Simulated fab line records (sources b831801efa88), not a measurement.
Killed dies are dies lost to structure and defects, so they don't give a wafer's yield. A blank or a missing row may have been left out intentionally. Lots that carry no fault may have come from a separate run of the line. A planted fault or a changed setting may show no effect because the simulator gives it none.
fab line records | flow sky130
record: lots: 6 wafers: 18 last-day: 49
route steps=708 shown CAPM@548 METAL3@555 PAD_OPEN@708
lots that met no fault: from a run of the same line without faults
start-h: start of the lot's first displayed wafer, in hours after the record's first day | wait-h: hours elapsed since this lot's preceding step | " repeats the value in the row above | L1.1+2: a single row standing in for several wafers | - no value present, or no start provided | * or withheld: withheld | < > ~ a bound
route shown NAME@n: NAME is a module with steps in the file, n the number in the route of the first one | usual: mean and standard deviation over wafers with no fault | same: alike in all rows | chamber/n: place in a boat | sites: per-site readings | _std_site: standard deviation across them | _edge_site: inner sites' mean taken away from outer sites' mean | radius-mm: how far each site lies from the wafer's centre | mask NAME#n: copy n | behind: the most recent tool/chamber to have shaped the wafer | hold: cause of the lot's hold/its duration in hours/its outcome | device: transistor that didn't switch, given as n, p or np | end of line: the same wafers' tests at the end of the route | a step given without rows: its recipe and nothing more | killed: at the first sort, the dies lost to defects and structure; wafer yield is something else | map: dies across one wafer; x = killed, . = not, _ = none there
set.NAME: the run value of the setting; set.NAME@STEP: its run value at that earlier step | model.NAME: the simulator's own value behind a step, which no gauge read
lots at some steps of the route; a table a step, a row a wafer
services: a tool's chamber out of use, with start hour (start-h, from the record's first day; less than 0 if before it), hours out, and reason
== steps ==
step: SKY_CAPM_DEVELOP_11
recipe: resist: NOVOLAK developer: TMAH develop-time-s: 60 dev-temp-c: 23
step: SKY_CAPM_OVL_MEAS_12
usual: CAPM_OVL: -0.4/1.2
columns lot.wafer tool chamber start-h wait-h CAPM_OVL[nm]
L978.2 overlay-01 - 900.52 0.1 1.9
L978.5 " - " " 1.5
L978.6 " - " " 1.6
L984.3 overlay-01 - 946.67 0.1 0.3
L984.5 " - " " -0.3
L984.6 " - " " 0.3
L992.1 overlay-01 - 980.27 0.1 0.0
L992.5 " - " " -2.1
L992.6 " - " " -2.3
L994.2 overlay-02 - 998.78 0.1 -1.6
L994.3 " - " " -3.4
L994.6 " - " " -1.5
L996.3 overlay-02 - 1016.28 0.1 2.2
L996.4 " - " " 1.5
L996.5 " - " " 2.8
L997.1 overlay-02 - 1018.97 0.1 -1.7
L997.2 " - " " -1.6
L997.3 " - " " -0.2
step: SKY_CAPM_METAL_ETCH_13
recipe: target-depth-nm: 220 stop-on: SiO2 chemistry: Cl2/BCl3 target: TiN pressure-mtorr: 10 icp-w: 900 bias-w: 48.5 Cl2_flow_sccm: 60 bcl3-flow-sccm: 30 time-s: 62.9
usual: drypump-motor-current-A: 5.8/0.52 oes-product-au: 0.941/0.01 throttle-valve-pct: 21.901/0.011
columns lot.wafer tool chamber start-h wait-h drypump-motor-current-A oes-product-au rf-hours-counter-h throttle-valve-pct
L978.2 rie-metal-03 0 900.55 0.0 4.7 0.933 9 21.906
L978.5 " 0 " " 4.7 0.942 - 21.906
L978.6 " 1 " " 6.2 0.955 - 21.906
L984.3 rie-metal-04 0 946.72 0.0 5.8 0.929 - 21.913
L984.5 " 1 " " 6.1 0.934 - 21.901
L984.6 " 0 " " 5.8 0.917 - 21.917
L992.1 rie-metal-04 0 980.31 0.0 5.8 0.946 7 21.910
L992.5 " 0 " " 5.9 0.941 - 21.887
L992.6 " 1 " " 6.1 0.963 - 21.884
L994.2 rie-metal-04 1 998.81 0.0 6.1 0.942 17 21.868
L994.3 " 1 " " 6.0 0.938 - 21.906
L994.6 " 1 " " 6.1 0.937 - 21.902
L996.3 rie-metal-04 1 1016.33 0.0 6.1 0.940 - 21.907
L996.4 " 0 " " 5.8 0.930 - 21.904
L996.5 " 0 " " 5.9 0.923 - 21.902
L997.1 rie-metal-04 0 1019.00 0.0 5.8 0.935 9 21.916
L997.2 " 1 " " 6.1 0.922 18 21.930
L997.3 " 0 " " 5.8 0.933 - 21.913
step: SKY_CAPM_STRIP_14
recipe: chemistry: O2/N2 power-w: 1400 pressure-mtorr: 1500 platen-temp-c: withheld o2-flow-sccm: 3000 n2-flow-sccm: 300 overash-fraction: 0.5
usual: drypump-motor-current-A: 5.77/0.25 oes-product-au: 0.710/0.0042 strip-time-to-endpoint-s: 12.38/0.047
columns lot.wafer tool chamber start-h wait-h drypump-motor-current-A oes-product-au rf-hours-counter-h strip-time-to-endpoint-s
L978.2 plasma-asher-03 1 900.63 0.1 5.43 0.705 106 12.36
L978.5 " 0 " " 5.62 0.714 - 12.37
L978.6 " 1 " " 5.42 0.705 - 12.38
L984.3 plasma-asher-03 0 946.80 0.1 5.68 0.712 - 12.36
L984.5 " 1 " " 5.44 0.711 - 12.46
L984.6 " 0 " " 5.66 0.712 - 12.37
L992.1 plasma-asher-02 0 980.38 0.1 5.63 0.700 23 12.35
L992.5 " 0 " " 5.62 0.710 - 12.33
L992.6 " 1 " " 5.78 0.701 - 12.43
L994.2 plasma-asher-03 1 998.88 0.1 5.42 0.704 116 12.43
L994.3 " 1 " " 5.43 0.710 - 12.36
L994.6 " 0 " " 5.64 0.709 - 12.35
L996.3 plasma-asher-02 0 1016.42 0.1 5.62 0.706 - 12.45
L996.4 " 1 " " 5.80 0.712 - 12.33
L996.5 " 1 " " 5.81 0.711 - 12.31
L997.1 plasma-asher-01 1 1019.08 0.1 6.29 0.701 88 12.31
L997.2 " 0 " " 6.01 0.713 88 12.41
L997.3 " 1 " " 6.29 0.706 - 12.37
step: SKY_CAPM_STRIP_15
recipe: chemistry: post-etch-residue-remover time-s: 1200 temp-c: 72.5
step: SKY_CAPM_CLEAN_16
recipe: chemistry: IPA time-s: 180 temp-c: 25
step: SKY_CAPM_CLEAN_17
recipe: chemistry: O3/DIW dry: n2-spin
step: SKY_METAL3_DEHYDRATE_05
recipe: temp-c: 200 time-s: 60
step: SKY_METAL3_HMDS_06
recipe: prime-time-s: 60 prime-temp-c: 120
step: SKY_METAL3_COAT_07
recipe: resist: BARC temp-c: withheld time-s: withheld spin-rpm: 3000 resist-thk-nm: 60
step: SKY_METAL3_COAT_08
recipe: resist: KrF-thick spin-rpm: 3000 resist-thk-nm: 1140
step: SKY_METAL3_SOFTBAKE_09
recipe: temp-c: 100 time-s: 90 resist: KrF-thick
step: SKY_METAL3_EXPOSE_10
recipe: mask-id: MM3 na: 0.68 source-shape: annular sigma-inner: 0.4 sigma-outer: 0.8 target-cd-nm: 300 dose-mj: 28
usual: exposure-dose-mJ-cm2: 27.998/0.028
same: sigma-inner: 0.4
columns lot.wafer tool chamber start-h wait-h mask exposure-dose-mJ-cm2
L978.2 krf-scanner-02 0 913.97 - MM3#0 27.968
L978.5 " 0 " " MM3#0 27.950
L978.6 " 0 " " MM3#0 28.016
L984.3 krf-scanner-02 0 959.28 - MM3#0 28.000
L984.5 " 0 " " MM3#0 27.989
L984.6 " 0 " " MM3#0 28.029
L992.1 krf-scanner-02 0 993.89 - MM3#0 23.916
L992.5 " 0 " " MM3#0 23.995
L992.6 " 0 " " MM3#0 23.957
L994.2 krf-scanner-02 0 1010.35 - MM3#0 24.711
L994.3 " 0 " " MM3#0 24.691
L994.6 " 0 " " MM3#0 24.749
L996.3 krf-scanner-01 0 1027.46 - MM3#0 28.035
L996.4 " 0 " " MM3#0 28.029
L996.5 " 0 " " MM3#0 28.027
L997.1 krf-scanner-01 0 1030.32 - MM3#0 27.964
L997.2 " 0 " " MM3#0 27.995
L997.3 " 0 " " MM3#0 27.976
step: SKY_METAL3_PEB_11
recipe: peb-temp-c: withheld peb-time-s: withheld resist: KrF-thick
step: SKY_METAL3_DEVELOP_12
recipe: develop-time-s: 60 resist: KrF-thick dev-temp-c: 21
step: SKY_METAL3_CD_MEAS_13
recipe: target-cd-nm: 300
usual: cd-nm: 300.2/1.4
columns lot.wafer tool chamber start-h wait-h cd-nm
L978.2 cd-sem-02 - 926.66 - 300.9
L978.5 " - " " 300.6
L978.6 " - " " 298.9
L984.3 cd-sem-02 - 972.06 - 303.4
L984.5 " - " " 302.3
L984.6 " - " " 302.2
L992.1 cd-sem-01 - 1003.97 - 329.0
L992.5 " - " " 326.8
L992.6 " - " " 326.7
L994.2 cd-sem-02 - 1021.13 - 322.7
L994.3 " - " " 322.1
L994.6 " - " " 322.3
L996.3 cd-sem-01 - 1038.55 - 300.2
L996.4 " - " " 301.5
L996.5 " - " " 301.6
L997.1 cd-sem-02 - 1041.87 - 297.9
L997.2 " - " " 297.5
L997.3 " - " " 299.2
step: SKY_METAL3_OVL_MEAS_14
usual: METAL3_OVL: 3/5.2
columns lot.wafer tool chamber start-h wait-h METAL3_OVL[nm]
L978.2 overlay-01 - 926.76 0.1 -6
L978.5 " - " " 3
L978.6 " - " " -3
L984.3 overlay-01 - 972.15 0.1 2
L984.5 " - " " 5
L984.6 " - " " 8
L992.1 overlay-02 - 1004.09 0.1 8
L992.5 " - " " 10
L992.6 " - " " 10
L994.2 overlay-02 - 1021.23 0.1 -6
L994.3 " - " " -2
L994.6 " - " " 2
L996.3 overlay-02 - 1038.64 0.1 2
L996.4 " - " " 4
L996.5 " - " " -1
L997.1 overlay-01 - 1041.99 0.1 7
L997.2 " - " " 4
L997.3 " - " " 0
step: SKY_METAL3_DESCUM_15
recipe: chemistry: O2 source-power-w: 150 bias-power-w: 0 pressure-mtorr: 10 temp-c: 40 time-s: 8
usual: drypump-motor-current-A: 5.5/0.56 oes-product-au: 1.002/0.013
columns lot.wafer tool chamber start-h wait-h drypump-motor-current-A oes-product-au rf-hours-counter-h model.METAL3.cd-nm
L978.2 rie-metal-04 1 926.79 0.0 6.0 0.988 13 300.3
L978.5 " 1 " " 6.0 0.978 - 300
L978.6 " 0 " " 5.8 1.015 - 300.2
L984.3 rie-metal-04 0 972.18 0.0 5.8 1.014 - 303.4
L984.5 " 0 " " 5.8 1.018 - 302.9
L984.6 " 1 " " 6.1 0.993 - 301.8
L992.1 rie-metal-03 1 1004.12 0.0 6.3 0.994 16 329
L992.5 " 1 " " 6.3 0.997 - 327.5
L992.6 " 0 " " 4.7 1.019 - 327.3
L994.2 rie-metal-03 0 1021.26 0.0 4.7 1.021 16 323.5
L994.3 " 0 " " 4.7 1.016 - 322.7
L994.6 " 0 " " 4.6 1.012 - 323.1
L996.3 rie-metal-03 1 1038.67 0.0 6.3 0.998 - 300.5
L996.4 " 0 " " 4.7 1.021 - 302.4
L996.5 " 0 " " 4.7 1.012 - 302.5
L997.1 rie-metal-03 1 1042.02 0.0 6.3 0.996 18 298.5
L997.2 " 0 " " 4.7 1.012 17 298.7
L997.3 " 1 " " 6.3 1.006 - 299.6
step: SKY_METAL3_ETCH_16
recipe: chemistry: N2/H2 target: BARC ion-energy-ev: 200 bias-w: 100 pressure-mtorr: 30 n2-flow-sccm: 100 h2-flow-sccm: 200 icp-w: 500 stop-on: SiO2 time-s: 88.2 target-depth-a: 600
usual: drypump-motor-current-A: 5.5/0.56 oes-product-au: 0.626/0.0051 throttle-valve-pct: 13.206/0.0099
columns lot.wafer tool chamber start-h wait-h drypump-motor-current-A oes-product-au rf-hours-counter-h throttle-valve-pct
L978.2 rie-metal-04 1 926.82 0.0 6.1 0.630 13 13.193
L978.5 " 1 " " 6.1 0.628 - 13.217
L978.6 " 0 " " 5.8 0.629 - 13.211
L984.3 rie-metal-04 0 972.24 0.0 5.8 0.627 - 13.196
L984.5 " 0 " " 5.9 0.633 - 13.208
L984.6 " 1 " " 6.1 0.622 - 13.210
L992.1 rie-metal-03 1 1004.15 0.0 6.3 0.628 16 13.199
L992.5 " 1 " " 6.3 0.619 - 13.191
L992.6 " 0 " " 4.7 0.629 - 13.194
L994.2 rie-metal-03 0 1021.29 0.0 4.7 0.620 16 13.184
L994.3 " 0 " " 4.7 0.626 - 13.198
L994.6 " 0 " " 4.7 0.625 - 13.215
L996.3 rie-metal-03 1 1038.73 0.0 6.3 0.634 - 13.212
L996.4 " 0 " " 4.7 0.624 - 13.203
L996.5 " 0 " " 4.7 0.628 - 13.201
L997.1 rie-metal-03 1 1042.05 0.0 6.3 0.624 18 13.208
L997.2 " 0 " " 4.7 0.626 17 13.214
L997.3 " 1 " " 6.3 0.626 - 13.203
step: SKY_METAL3_ETCH_17
recipe: target: SiO2 stop-on: TiN chemistry: C4F8/O2/Ar source-w: 1500 bias-w: 1200 pressure-mtorr: 40 c4f8-flow-sccm: withheld O2_flow_sccm: 6 Ar_flow_sccm: 300 time-s: 3.9 target-depth-a: 150
usual: oes-product-au: 0.755/0.0078
columns lot.wafer tool chamber start-h wait-h oes-product-au
L978.2 rie-diel-02 0 926.92 0.1 0.756
L978.5 " 3 " " 0.758
L978.6 " 0 " " 0.754
L984.3 rie-diel-02 0 972.30 0.0 0.764
L984.5 " 1 " " 0.748
L984.6 " 0 " " 0.773
L992.1 rie-diel-02 1 1004.25 0.1 0.749
L992.5 " 3 " " 0.758
L992.6 " 2 " " 0.759
L994.2 rie-diel-02 1 1021.39 0.1 0.751
L994.3 " 2 " " 0.762
L994.6 " 3 " " 0.770
L996.3 rie-diel-01 2 1038.79 0.0 0.742
L996.4 " 3 " " 0.760
L996.5 " 2 " " 0.762
L997.1 rie-diel-03 3 1042.15 0.1 0.745
L997.2 " 0 " " 0.752
L997.3 " 2 " " 0.739
step: SKY_METAL3_METAL_ETCH_18
recipe: target-depth-a: 8450 stop-on: SiO2 over-etch-frac: 0.3 time-s: 183.1 chemistry: Cl2/BCl3 resist-sidewall-deg: 88 pressure-mtorr: 10 icp-w: 900 bias-w: 48.5 Cl2_flow_sccm: 60 bcl3-flow-sccm: 30
usual: drypump-motor-current-A: 5.6/0.53 oes-product-au: 0.866/0.0069 throttle-valve-pct: 22.266/0.0093
columns lot.wafer tool chamber start-h wait-h drypump-motor-current-A oes-product-au rf-hours-counter-h throttle-valve-pct model.METAL3.cd-nm
L978.2 rie-metal-03 1 926.94 0.0 6.3 0.864 12 22.272 291.7
L978.5 " 0 " " 4.7 0.854 - 22.256 306.7
L978.6 " 1 " " 6.3 0.860 - 22.279 291.2
L984.3 rie-metal-01 0 972.38 0.1 5.2 0.876 - 22.277 302.4
L984.5 " 1 " " 5.3 0.869 - 22.260 307
L984.6 " 0 " " 5.2 0.868 - 22.251 298.9
L992.1 rie-metal-01 0 1004.27 0.0 5.2 0.871 21 22.266 326.3
L992.5 " 0 " " 5.3 0.865 - 22.257 326.9
L992.6 " 1 " " 5.3 0.858 - 22.253 331.1
L994.2 rie-metal-01 1 1021.41 0.0 5.3 0.865 17 22.262 322.5
L994.3 " 1 " " 5.3 0.861 - 22.271 321.8
L994.6 " 1 " " 5.3 0.862 - 22.261 324.4
L996.3 rie-metal-04 0 1038.87 0.1 5.9 0.872 - 22.268 303.4
L996.4 " 1 " " 6.1 0.875 - 22.264 308.5
L996.5 " 1 " " 6.1 0.870 - 22.277 306.6
L997.1 rie-metal-04 0 1042.17 0.0 5.8 0.882 10 22.266 300.8
L997.2 " 1 " " 6.0 0.867 19 22.268 301.9
L997.3 " 0 " " 5.8 0.870 - 22.269 302.4
step: SKY_METAL3_STRIP_19
recipe: chemistry: O2/N2 power-w: 1400 pressure-mtorr: 1500 platen-temp-c: withheld o2-flow-sccm: 3000 n2-flow-sccm: 300 overash-fraction: 0.5
usual: drypump-motor-current-A: 5.87/0.26 oes-product-au: 0.502/0.0063 strip-time-to-endpoint-s: 6.53/0.11
columns lot.wafer tool chamber start-h wait-h drypump-motor-current-A oes-product-au rf-hours-counter-h strip-time-to-endpoint-s
L978.2 plasma-asher-04 0 927.12 0.1 5.58 0.507 50 6.56
L978.5 " 1 " " 6.21 0.498 - 6.51
L978.6 " 0 " " 5.58 0.495 - 6.51
L984.3 plasma-asher-04 1 972.53 0.1 6.18 0.504 - 6.52
L984.5 " 0 " " 5.59 0.507 - 6.58
L984.6 " 1 " " 6.19 0.504 - 6.52
L992.1 plasma-asher-01 1 1004.45 0.1 6.30 0.507 87 6.61
L992.5 " 1 " " 6.30 0.510 - 6.58
L992.6 " 0 " " 5.96 0.514 - 6.61
L994.2 plasma-asher-02 1 1021.59 0.1 5.79 0.499 27 6.57
L994.3 " 0 " " 5.60 0.507 - 6.56
L994.6 " 0 " " 5.62 0.513 - 6.59
L996.3 plasma-asher-04 1 1039.02 0.1 6.21 0.498 - 6.35
L996.4 " 0 " " 5.60 0.506 - 6.56
L996.5 " 1 " " 6.17 0.501 - 6.53
L997.1 plasma-asher-02 1 1042.35 0.1 5.80 0.495 29 6.36
L997.2 " 0 " " 5.63 0.504 29 6.60
L997.3 " 1 " " 5.79 0.487 - 6.33
step: SKY_PAD_OPEN_PROBE_99
usual: defect-limited-yield: 83.0/1.8 killed_at_M0_to_M3: 43/7.5 killed_at_M4_up: 3.0/1.6 killed-at-contacts: 23/5.8 killed-at-front-end: 14/4.8 killed-at-other: 0.3/0.52 killed-dies: 84/9.1 killed-open: 47/7.2 killed-short: 37/5.8 sort_bin_3_pad_short: 0.9/0.38 sort_bin_5_function: 10.0/1.5 sort_bin_6_memory: 6.1/1.1 sort-n-pass: 408/9.1 sort-yield-pct: 83.0/1.8
same: gross-dies: 492 killed-at-back-side: 0 sort_bin_4_leakage[%]: 0 sort_bin_8_speed[%]: 0
columns lot.wafer tool chamber start-h wait-h defect-limited-yield[%] killed_at_M0_to_M3 killed_at_M4_up killed-at-contacts killed-at-front-end killed-at-other killed-dies killed-open killed-short sort_bin_3_pad_short[%] sort_bin_5_function[%] sort_bin_6_memory[%] sort-n-pass sort-yield-pct[%] model.etest.met3.width-nm model.etest.met3.line-ohm-um
L978.2 prober-01 - 1096.06 0.1 79.3 59 2 24 17 0 102 48 54 0.8 13.4 6.5 390 79.3 291.7 0.1479
L978.5 prober-01 - 1096.21 0.2 83.9 49 3 18 9 0 79 43 36 0.2 11.2 4.7 413 83.9 308.3 0.1389
L978.6 prober-01 - 1096.26 0.2 80.9 54 1 19 19 1 94 56 38 1.4 10.2 7.5 398 80.9 289.4 0.1485
L984.3 prober-02 - 1136.22 0.2 84.1 42 3 21 11 1 78 41 37 1.2 8.1 6.5 414 84.1 304.4 0.1406
L984.5 prober-02 - 1136.32 0.2 83.3 41 6 23 12 0 82 49 33 0.4 10.8 5.5 410 83.3 308.9 0.1362
L984.6 prober-02 - 1136.37 0.2 83.9 41 1 25 11 1 79 51 28 0.8 10.0 5.3 413 83.9 301.5 0.1424
L992.1 prober-01 - 1160.50 0.1 81.7 51 3 24 12 0 90 46 41 1.4 9.1 7.7 402 81.7 327.8 0.1281
L992.5 prober-01 - 1160.70 0.2 84.1 43 5 19 11 0 78 38 38 1.0 9.6 5.3 414 84.1 327.4 0.1304
L992.6 prober-01 - 1160.75 0.2 85.6 35 6 14 15 1 71 35 35 0.8 8.3 5.3 421 85.6 330.1 0.1304
L994.2 prober-01 - 1174.64 0.1 83.5 51 2 20 7 1 81 44 36 1.4 10.6 4.5 411 83.5 325.6 0.1316
L994.3 prober-01 - 1174.69 0.2 81.3 44 6 35 7 0 92 51 40 0.8 11.6 6.3 400 81.3 316.8 0.1348
L994.6 prober-01 - 1174.84 0.2 82.7 55 2 24 4 0 85 52 33 0.8 11.0 5.5 407 82.7 323.1 0.132
L996.3 prober-01 - 1184.08 0.2 81.5 64 2 15 10 0 91 51 40 0.8 10.6 7.1 401 81.5 302.4 0.1396
L996.4 prober-01 - 1184.13 0.2 82.7 47 3 20 15 0 85 49 36 1.2 11.2 4.9 407 82.7 306.9 0.1376
L996.5 prober-01 - 1184.18 0.2 84.3 51 1 13 12 0 77 50 27 0.4 9.1 6.1 415 84.3 310.2 0.136
L997.1 prober-02 - 1185.48 0.1 84.8 29 5 27 14 0 75 37 38 0.6 9.3 5.3 417 84.8 301.2 0.138
L997.2 prober-02 - 1185.53 0.1 81.1 44 7 17 25 0 93 41 52 1.6 10.8 6.5 399 81.1 300.6 0.1374
L997.3 prober-02 - 1185.58 0.2 84.3 38 1 19 19 0 77 38 39 0.8 8.7 6.1 415 84.3 300.4 0.1397
killed by level:class
L978.2 VIA1:geometric-particle:open=14 METAL1:geometric-particle:short=13 CONTACT:geometric-particle:open=10 VIA1:geometric-particle:short=9 FIELD_ISO:geometric-particle:open=5 METAL2:geometric-particle:short=5 METAL3:geometric-particle:short=5 FIELD_ISO:geometric-particle:short=4
L978.5 METAL1:geometric-particle:short=9 VIA1:geometric-particle:open=9 LI_CONTACT:geometric-particle:open=8 VIA2:geometric-particle:open=8 VIA3:geometric-particle:open=8 CONTACT:geometric-particle:open=5 VIA1:geometric-particle:short=5 FIELD_ISO:geometric-particle:short=4
L978.6 VIA3:geometric-particle:open=9 VIA1:geometric-particle:open=8 METAL2:geometric-particle:short=8 FIELD_ISO:geometric-particle:open=7 LI_CONTACT:geometric-particle:open=7 CONTACT:geometric-particle:open=6 VIA2:geometric-particle:open=6 FIELD_ISO:geometric-particle:short=5
L984.3 VIA1:geometric-particle:open=13 LI_CONTACT:geometric-particle:open=12 VIA1:geometric-particle:short=5 METAL2:geometric-particle:short=5 VIA3:geometric-particle:short=4 METAL1:geometric-particle:short=4 VIA3:geometric-particle:open=4 FIELD_ISO:geometric-particle:short=3
L984.5 VIA3:geometric-particle:open=13 LI_CONTACT:geometric-particle:open=10 VIA1:geometric-particle:open=9 METAL2:geometric-particle:short=8 CONTACT:geometric-particle:open=6 POLY_GATE:geometric-particle:short=3 LOCAL_INTERCONNECT:geometric-particle:short=3 METAL1:geometric-particle:short=3
L984.6 LI_CONTACT:geometric-particle:open=12 VIA1:geometric-particle:open=9 VIA3:geometric-particle:open=8 VIA2:geometric-particle:open=8 VIA1:geometric-particle:short=6 CONTACT:geometric-particle:open=5 METAL2:geometric-particle:short=5 LOCAL_INTERCONNECT:geometric-particle:short=4
L992.1 VIA1:geometric-particle:open=12 VIA2:geometric-particle:short=8 METAL2:geometric-particle:short=7 LI_CONTACT:geometric-particle:open=7 VIA3:geometric-particle:open=7 CONTACT:geometric-particle:short=6 CONTACT:geometric-particle:open=6 FIELD_ISO:geometric-particle:short=3
L992.5 VIA1:geometric-particle:open=11 LI_CONTACT:geometric-particle:open=7 VIA1:geometric-particle:short=7 CONTACT:geometric-particle:open=6 METAL2:geometric-particle:short=6 VIA2:geometric-particle:short=6 CONTACT:geometric-particle:short=3 METAL1:geometric-particle:short=3
L992.6 VIA1:geometric-particle:open=9 VIA2:geometric-particle:open=7 CONTACT:geometric-particle:open=5 METAL3:geometric-particle:short=5 FIELD_ISO:geometric-particle:short=4 POLY_GATE:geometric-particle:open=4 VIA1:geometric-particle:short=4 METAL2:geometric-particle:short=4
L994.2 VIA3:geometric-particle:open=16 CONTACT:geometric-particle:open=7 VIA1:geometric-particle:open=7 METAL2:geometric-particle:short=7 VIA1:geometric-particle:short=6 VIA2:geometric-particle:open=5 METAL1:geometric-particle:short=4 LI_CONTACT:geometric-particle:open=4
L994.3 VIA1:geometric-particle:open=12 CONTACT:geometric-particle:open=11 CONTACT:geometric-particle:short=9 LI_CONTACT:geometric-particle:open=8 VIA2:geometric-particle:open=7 METAL2:geometric-particle:short=6 LOCAL_INTERCONNECT:geometric-particle:short=5 METAL1:geometric-particle:short=5
L994.6 VIA1:geometric-particle:open=12 CONTACT:geometric-particle:open=10 VIA2:geometric-particle:open=8 VIA3:geometric-particle:open=8 LI_CONTACT:geometric-particle:open=7 METAL1:geometric-particle:short=7 METAL2:geometric-particle:short=6 METAL2:geometric-particle:open=4
L996.3 VIA1:geometric-particle:open=12 VIA2:geometric-particle:open=11 METAL1:geometric-particle:short=10 LI_CONTACT:geometric-particle:open=7 METAL2:geometric-particle:short=7 CONTACT:geometric-particle:open=6 VIA1:geometric-particle:short=6 VIA2:geometric-particle:short=6
L996.4 VIA2:geometric-particle:open=10 VIA1:geometric-particle:open=9 CONTACT:geometric-particle:open=9 VIA3:geometric-particle:open=6 FIELD_ISO:geometric-particle:short=5 VIA2:geometric-particle:short=5 CONTACT:geometric-particle:short=5 FIELD_ISO:geometric-particle:open=4
L996.5 VIA1:geometric-particle:open=16 CONTACT:geometric-particle:open=7 VIA3:geometric-particle:open=7 LI_CONTACT:geometric-particle:open=5 VIA1:geometric-particle:short=5 METAL3:geometric-particle:short=4 METAL1:geometric-particle:short=4 VIA2:geometric-particle:open=4
L997.1 CONTACT:geometric-particle:open=9 LOCAL_INTERCONNECT:geometric-particle:short=8 VIA1:geometric-particle:open=6 POLY_GATE:geometric-particle:open=5 VIA3:geometric-particle:open=5 LI_CONTACT:geometric-particle:open=4 CONTACT:geometric-particle:short=4 METAL1:geometric-particle:short=4
L997.2 VIA1:geometric-particle:open=12 VIA1:geometric-particle:short=8 FIELD_ISO:geometric-particle:short=7 CONTACT:geometric-particle:short=7 METAL2:geometric-particle:short=7 POLY_GATE:geometric-particle:short=6 POLY_GATE:geometric-particle:open=5 CONTACT:geometric-particle:open=5
L997.3 POLY_GATE:geometric-particle:open=6 VIA1:geometric-particle:open=6 VIA3:geometric-particle:open=6 LI_CONTACT:geometric-particle:open=5 LOCAL_INTERCONNECT:geometric-particle:short=5 METAL2:geometric-particle:short=5 METAL1:geometric-particle:short=5 METAL3:geometric-particle:short=5
== services ==
columns tool chamber start-h hours kind
rie-metal-03 - 885.73 0.2 repair
rie-diel-02 2 886.67 4.8 repair
krf-scanner-02 - 887.67 1.0 pm
plasma-asher-01 - 890.46 2.5 repair
krf-scanner-01 - 906.94 1.0 pm
plasma-asher-04 - 910.43 3.7 repair
krf-scanner-02 - 914.23 4.4 pm
krf-scanner-01 - 917.23 0.3 repair
krf-scanner-01 - 920.14 1.3 pm
krf-scanner-02 - 923.36 0.8 pm
rie-diel-03 2 937.70 2.7 repair
rie-metal-03 1 939.84 8.7 repair
rie-diel-02 2 948.86 3.0 repair
rie-diel-03 0 949.81 - clean
rie-diel-03 0 949.81 13.6 scheduled-down
rie-diel-01 0 956.52 10.5 repair
plasma-asher-02 - 968.48 3.2 repair
rie-diel-03 1 982.91 5.8 repair
plasma-asher-01 - 989.84 3.7 repair
plasma-asher-04 - 990.53 3.7 repair
krf-scanner-02 - 1003.64 1.3 pm
plasma-asher-04 - 1019.29 7.7 repair
plasma-asher-03 - 1022.89 5.8 repair
krf-scanner-01 - 1030.79 0.8 pm
== key ==
first-sign: step: SKY_METAL3_EXPOSE_10 reading: exposure-dose-mJ-cm2 direction: down sigmas: 99+ usual: * struck: *
effect: step: SKY_METAL3_CD_MEAS_13 reading: cd-nm direction: up sigmas: 18 usual: 300.2 struck: 324.9 through: control-loop
model-effect: step: SKY_METAL3_DESCUM_15 value: METAL3.cd-nm without: 300.2 struck: 325.5
model-effect: step: SKY_METAL3_METAL_ETCH_18 value: METAL3.cd-nm without: 300.2 struck: 325.5
model-effect: step: SKY_PAD_OPEN_PROBE_99 value: etest.met3.width-nm without: 299.8 struck: 325.1
met-at SKY_METAL3_EXPOSE_10
struck-wafers L992.1,L992.5,L992.6,L994.2,L994.3,L994.6
loop-trim: step: SKY_METAL3_EXPOSE_10 setting: dose lots: L994
onset-between 959.28 993.89
fault: kind: process-parameter-drift tool: krf-scanner-02 chamber: - onset-h: 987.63 steps: SKY_METAL3_EXPOSE_10 channel: dose-mj offset: -4.0814 shape: step acts-in: these-recipes-only stated: 28
loop-trim: a control loop set the setting to another value than it would have without faults
